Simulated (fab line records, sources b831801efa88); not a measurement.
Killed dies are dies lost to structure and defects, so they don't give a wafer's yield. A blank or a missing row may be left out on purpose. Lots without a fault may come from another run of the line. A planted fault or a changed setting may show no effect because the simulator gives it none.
One fault seen from 2 desks | flow sky130 | each desk has only its own numbers; what lay behind them comes last

THE METROLOGY DESK
What the gauges read, lot by lot, whatever tool the lot ran on: means of the sampled wafers that have a number. A lot is out of limits, marked OUT, if its mean lies more than 4 standard deviations from the usual mean; the brackets give that distance.
Columns: A = VIA1_OVL at SKY_VIA1_OVL_MEAS_13, usual 0 nm; B = VIA1_W_RS at SKY_VIA1_RS_MEAS_22, usual 0.425 ohm/sq; C = VIA1_W_THK at SKY_VIA1_THK_MEAS_23, usual 263 nm; D = METAL2_ALCU_RS at SKY_METAL2_RS_MEAS_05, usual 0.1271 ohm/sq; E = METAL2_ALCU_THK at SKY_METAL2_THK_MEAS_06, usual 249.5 nm; F = cd_nm at SKY_METAL2_CD_MEAS_15, usual 140.6 nm; G = METAL2_OVL at SKY_METAL2_OVL_MEAS_16, usual 0 nm
lot  | first seen here | A  | B     | C   | D      | E     | F     | G
L910 | day 34 00:26    | -4 | 0.428 | 261 | 0.1275 | 249.5 | 142.0 | 5
L912 | day 34 19:35    | 0  | 0.420 | 267 | 0.1269 | 249.4 | 141.7 | 6
L917 | day 36 09:21    | 8  | 0.427 | 262 | 0.1273 | 249.1 | 139.7 | -2
L919 | day 37 02:44    | -0 | 0.423 | 266 | 0.1266 | 250.3 | 142.4 | 2
L920 | day 37 04:20    | 2  | 0.426 | 258 | 0.1275 | 249.0 | 141.3 | 6
L932 | day 40 19:58    | 5  | 0.428 | 264 | 0.1272 | 248.5 | 142.7 | 0
This desk's finding: nothing out of limits on any of the 6 lots.

THE TOOL OWNER'S DESK: pvd_sputter-01
The tool's own readings at SKY_METAL2_SPUTTER_00 (material Ti, target thk 15 nm, time 10 s): means of the sampled wafers that have a number, for each lot that ran on this tool. A lot is out of limits, marked OUT, if its mean lies more than 4 standard deviations from the usual mean; the brackets give that distance.
Columns: A = throttle_valve_pct at SKY_METAL2_SPUTTER_00, usual 29.5 %
lot  | first seen here | A
L912 | day 34 20:57    | 28.6
L917 | day 36 10:41    | 30.0
L919 | day 37 04:05    | 29.1
This desk's finding: nothing out of limits on any of the 3 lots.

PUT TOGETHER
The metrology desk saw nothing out of limits.
The tool owner's desk saw nothing out of limits.

WHAT THE SIMULATOR HAD PUT IN
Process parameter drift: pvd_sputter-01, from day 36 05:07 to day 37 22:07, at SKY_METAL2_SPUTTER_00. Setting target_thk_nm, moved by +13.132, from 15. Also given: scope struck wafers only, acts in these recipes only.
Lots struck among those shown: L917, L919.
